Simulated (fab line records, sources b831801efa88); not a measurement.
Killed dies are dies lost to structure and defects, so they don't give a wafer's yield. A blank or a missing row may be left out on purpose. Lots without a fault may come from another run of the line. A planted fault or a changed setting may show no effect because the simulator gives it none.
fab line records | flow gf180mcu
record lots=13 wafers=39 last_day=34
route steps=602 shown HV_LDD@192
lots that met no fault: from a run of the same line without faults
start_h: hours from the record's first day to the start of the lot's first wafer shown | wait_h: hours since the lot's step before | " the same as in the row above | L1.1+2: a row that stands for several wafers | - no value, or no start given | * or withheld: withheld | < > ~ a bound
route shown NAME@n: a module of which the file shows steps, and the number in the route of the first | usual: mean/standard deviation of fault-free wafers | same: alike in all rows | chamber/n: place in a boat | sites: the reading at each site | _std_site: their standard deviation | _edge_site: outer sites' mean less inner sites' | radius_mm: how far each site lies from the wafer's centre | mask NAME#n: copy n | behind: the tool/chamber that last shaped the wafer | hold: why the lot was held/for how many hours/how that ended | device: the transistor (n, p or np) that didn't switch | end of line: the same wafers' tests at the end of the route | a step without rows: its recipe alone | killed: dies lost to structure and defects at the first sort, not the wafer's yield | map: a wafer's dies, x killed, . not, _ none there
set.NAME: the setting as run; set.NAME@STEP: as run at that earlier step | model.NAME: the simulator's own value behind a step, which no gauge read
steps of the route over a sample of lots; a table a step, a row a wafer
services: from which hour (start_h, from the record's first day; less than 0 if before it) a tool's chamber was out of use, for how many hours, and why
## steps
# step GF_HV_LDD_EXPOSE_16
# recipe mask_id=Pplus_LV_AREA target_cd_nm=400 na=0.6 source_shape=conventional sigma_outer=0.6 dose_mj=140
# usual focus_offset_nm=0.2/0.49
# columns lot.wafer tool chamber start_h wait_h mask focus_offset_nm
L728.1 iline_stepper-02 0 227.35 - Pplus_LV_AREA#0 0.9
L728.4 " 0 " " Pplus_LV_AREA#0 -0.3
L728.5 " 0 " " Pplus_LV_AREA#0 0.6
L730.1 iline_stepper-01 0 241.36 - Pplus_LV_AREA#0 -0.4
L730.3 " 0 " " Pplus_LV_AREA#0 0.1
L730.4 " 0 " " Pplus_LV_AREA#0 -0.1
L729.2 iline_stepper-01 0 244.47 - Pplus_LV_AREA#0 0.8
L729.3 " 0 " " Pplus_LV_AREA#0 0.1
L729.6 " 0 " " Pplus_LV_AREA#0 0.5
L732.1 iline_stepper-01 0 259.10 - Pplus_LV_AREA#0 -0.2
L732.3 " 0 " " Pplus_LV_AREA#0 -0.5
L732.6 " 0 " " Pplus_LV_AREA#0 0.3
L733.2 iline_stepper-02 0 264.15 - Pplus_LV_AREA#0 -0.4
L733.4 " 0 " " Pplus_LV_AREA#0 0.6
L733.5 " 0 " " Pplus_LV_AREA#0 0.2
L737.4 iline_stepper-02 0 293.38 - Pplus_HV_AREA#0 0.3
L737.5 " 0 " " Pplus_HV_AREA#0 -0.3
L737.6 " 0 " " Pplus_HV_AREA#0 -0.2
L740.3 iline_stepper-02 0 316.91 - Pplus_LV_AREA#0 0.0
L740.4 " 0 " " Pplus_LV_AREA#0 -0.2
L740.5 " 0 " " Pplus_LV_AREA#0 0.3
L745.1 iline_stepper-01 0 353.75 - Pplus_LV_AREA#0 -0.2
L745.4 " 0 " " Pplus_LV_AREA#0 0.7
L745.6 " 0 " " Pplus_LV_AREA#0 -0.3
L746.2 iline_stepper-01 0 361.87 - Pplus_LV_AREA#0 1.0
L746.3 " 0 " " Pplus_LV_AREA#0 0.3
L746.5 " 0 " " Pplus_LV_AREA#0 -0.5
L748.3 iline_stepper-01 0 381.39 - Pplus_LV_AREA#0 0.6
L748.4 " 0 " " Pplus_LV_AREA#0 0.2
L748.6 " 0 " " Pplus_LV_AREA#0 0.4
L749.1 iline_stepper-01 0 384.10 - Pplus_LV_AREA#0 -0.1
L749.3 " 0 " " Pplus_LV_AREA#0 -0.8
L749.6 " 0 " " Pplus_LV_AREA#0 -0.4
L750.1 iline_stepper-02 0 390.53 - Pplus_LV_AREA#0 1.2
L750.5 " 0 " " Pplus_LV_AREA#0 -0.9
L750.6 " 0 " " Pplus_LV_AREA#0 0.9
L751.3 iline_stepper-01 0 402.76 - Pplus_LV_AREA#0 0.6
L751.4 " 0 " " Pplus_LV_AREA#0 0.4
L751.5 " 0 " " Pplus_LV_AREA#0 0.1
# step GF_HV_LDD_CD_MEAS_19
# recipe target_cd_nm=400
# usual cd_nm=399.4/2.5
# columns lot.wafer tool chamber start_h wait_h cd_nm
L728.1 cd_sem-02 - 236.25 0.1 399.3
L728.4 " - " " 399.7
L728.5 " - " " 397.6
L730.1 cd_sem-01 - 250.03 0.2 393.6
L730.3 " - " " 395.2
L730.4 " - " " 392.1
L729.2 cd_sem-01 - 254.17 0.1 399.8
L729.3 " - " " 401.8
L729.6 " - " " 400.7
L732.1 cd_sem-01 - 267.90 0.1 400.4
L732.3 " - " " 402.8
L732.6 " - " " 402.9
L733.2 cd_sem-02 - 273.10 0.1 397.3
L733.4 " - " " 397.9
L733.5 " - " " 397.5
L737.4 cd_sem-02 - 303.01 0.1 -
L737.5 " - " " -
L737.6 " - " " -
L740.3 cd_sem-01 - 327.34 0.1 397.8
L740.4 " - " " 399.1
L740.5 " - " " 396.7
L745.1 cd_sem-01 - 364.45 0.1 401.4
L745.4 " - " " 400.6
L745.6 " - " " 399.9
L746.2 cd_sem-01 - 372.80 0.1 398.1
L746.3 " - " " 399.5
L746.5 " - " " 395.9
L748.3 cd_sem-02 - 392.92 0.1 403.7
L748.4 " - " " 403.1
L748.6 " - " " 403.8
L749.1 cd_sem-01 - 395.48 0.1 399.1
L749.3 " - " " 398.3
L749.6 " - " " 398.5
L750.1 cd_sem-02 - 401.95 0.1 400.6
L750.5 " - " " 401.4
L750.6 " - " " 401.3
L751.3 cd_sem-01 - 414.64 0.1 399.6
L751.4 " - " " 397.3
L751.5 " - " " 397.4
# step GF_HV_LDD_TW_MEAS_23
# usual HV_LDD_2_TW=1053/10
# columns lot.wafer tool chamber start_h wait_h hold HV_LDD_2_TW
L728.1 film_metro-04 - 236.66 0.1 - 1047
L728.4 " - " " - 1044
L728.5 " - " " - 1044
L730.1 film_metro-02 - 250.44 0.1 - 1055
L730.3 " - " " - 1052
L730.4 " - " " - 1055
L729.2 film_metro-02 - 254.62 0.1 - 1053
L729.3 " - " " - 1058
L729.6 " - " " - 1057
L732.1 film_metro-03 - 268.30 0.1 - 1044
L732.3 " - " " - 1037
L732.6 " - " " - 1043
L733.2 film_metro-03 - 273.50 0.1 - 1035
L733.4 " - " " - 1040
L733.5 " - " " - 1041
L737.4 film_metro-02 - 303.39 0.1 await_dispo/0.2h/release 30
L737.5 " - " " await_dispo/0.2h/release 30
L737.6 " - " " await_dispo/0.2h/release 30
L737.4 film_metro-02 - 303.65 0.3 - 30
L737.5 " - " " - 30
L737.6 " - " " - 30
L740.3 film_metro-02 - 327.72 0.1 - 1068
L740.4 " - " " - 1061
L740.5 " - " " - 1066
L745.1 film_metro-02 - 364.85 0.1 - 1059
L745.4 " - " " - 1062
L745.6 " - " " - 1057
L746.2 film_metro-04 - 373.20 0.1 - 1051
L746.3 " - " " - 1045
L746.5 " - " " - 1050
L748.3 film_metro-03 - 393.31 0.1 - 1034
L748.4 " - " " - 1027
L748.6 " - " " - 1031
L749.1 film_metro-04 - 395.89 0.1 - 1058
L749.3 " - " " - 1057
L749.6 " - " " - 1054
L750.1 film_metro-02 - 402.36 0.1 - 1067
L750.5 " - " " - 1064
L750.6 " - " " - 1062
L751.3 film_metro-04 - 415.06 0.1 - 1053
L751.4 " - " " - 1053
L751.5 " - " " - 1043
## services
# columns tool chamber start_h hours kind
iline_stepper-02 - 237.42 1.2 repair
iline_stepper-02 - 243.31 1.7 pm
iline_stepper-02 - 337.01 8.9 pm
iline_stepper-01 - 350.81 1.7 pm
## key
first_sign step=GF_HV_LDD_EXPOSE_16 reading=mask direction=changed
effect step=GF_HV_LDD_CD_MEAS_19 reading=cd_nm direction=missing
effect step=GF_HV_LDD_TW_MEAS_23 reading=visit direction=added
effect step=GF_HV_LDD_TW_MEAS_23 reading=HV_LDD_2_TW direction=down sigmas=99+ usual=1053 struck=30
met_at GF_HV_LDD_EXPOSE_16
struck_lots L737
scrapped_behind GF_HV_LDD_TW_MEAS_23 L737.4,L737.5,L737.6
onset_between 264.15 293.38
fault kind=wrong_mask tool=any chamber=- onset_h=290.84 steps=GF_HV_LDD_EXPOSE_16 aux_copy=Pplus_HV_AREA#0 scope=struck_lots_only
